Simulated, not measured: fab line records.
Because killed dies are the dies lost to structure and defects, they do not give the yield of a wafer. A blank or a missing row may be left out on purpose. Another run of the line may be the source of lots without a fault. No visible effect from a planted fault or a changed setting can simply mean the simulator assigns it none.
2 desks looking at one fault :: flow gf180mcu :: every desk sees just its own numbers, and what lay behind them comes last

## FOR THE TOOL OWNER'S DESK: pecvd-04
The tool's own readings at GF_MIM_CVD_05 (deposits Si3N4, target thk 42 nm, time 29.086 s): means of the sampled wafers that have a number, for each lot that ran on this tool. Any lot whose mean is over 4 standard deviations away from the usual mean is out of limits and marked OUT; that distance is given in the brackets.
Columns: A = heater power w at GF_MIM_CVD_05, usual 679 W
lot: L124
first seen here: day 24 18:25
A: 776

lot: L125
first seen here: day 24 23:11
A: 719

lot: L136
first seen here: day 28 21:32
A: 670

lot: L137
first seen here: day 29 00:22
A: 655

lot: L140
first seen here: day 29 19:16
A: 646

lot: L143
first seen here: day 30 17:56
A: 789
This desk found nothing out of limits on any of the 6 lots.

## METROLOGY DESK
Lot by lot, what the gauges showed, no matter which tool ran the lot: averages of those sampled wafers that carry a number. Any lot whose mean is over 4 standard deviations away from the usual mean is out of limits and marked OUT; that distance is given in the brackets.
Columns: A = cd nm at GF_M4_CD_MEAS_14, usual 280.1 nm; B = MIM_CVD_05_THK at GF_MIM_THK_MEAS_06, usual 42.0 nm
lot: L124
first seen here: day 23 15:31
A: 280.4
B: 41.9

lot: L125
first seen here: day 23 21:03
A: 281.0
B: 42.2

lot: L126
first seen here: day 24 11:16
A: 281.8
B: 41.3

lot: L127
first seen here: day 24 17:36
A: 280.5
B: 42.2

lot: L131
first seen here: day 26 01:15
A: 278.9
B: 42.2

lot: L132
first seen here: day 26 12:30
A: 280.0
B: 41.9

lot: L133
first seen here: day 26 17:42
A: 280.1
B: 42.1

lot: L135
first seen here: day 27 06:38
A: 280.3
B: 42.2

lot: L136
first seen here: day 27 22:55
A: 283.8
B: 42.0

lot: L137
first seen here: day 28 01:52
A: 279.1
B: 42.1

lot: L139
first seen here: day 28 16:46
A: 277.9
B: 41.5

lot: L140
first seen here: day 28 20:59
A: 280.0
B: 38.3 (-8.7) OUT

lot: L142
first seen here: day 29 12:37
A: 280.6
B: 42.4

lot: L143
first seen here: day 29 21:55
A: 279.4
B: 35.0 (-16) OUT
Per this desk, out of limits: L140, L143; the first was L140, day 29 19:18 (MIM_CVD_05_THK at GF_MIM_THK_MEAS_06). In limits: L124, L125, L126, L127, L131, L132, L133, L135, L136, L137, L139, L142.

## TAKEN TOGETHER
At day 29 19:18 the metrology desk could have sounded an alarm, on L140, L143.
The tool owner's desk saw nothing out of limits.
The tool owner's desk has L140, L143 on record, within its limits.
The lots listed all ran GF_MIM_CVD_05 on pecvd-04.

## WHAT WAS PUT IN BY THE SIMULATOR
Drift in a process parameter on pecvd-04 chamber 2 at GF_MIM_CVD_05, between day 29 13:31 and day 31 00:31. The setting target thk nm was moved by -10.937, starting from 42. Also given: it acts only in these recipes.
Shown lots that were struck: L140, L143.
Delay in hours, fault start to first out-of-limits reading, per desk: metrology desk 6.
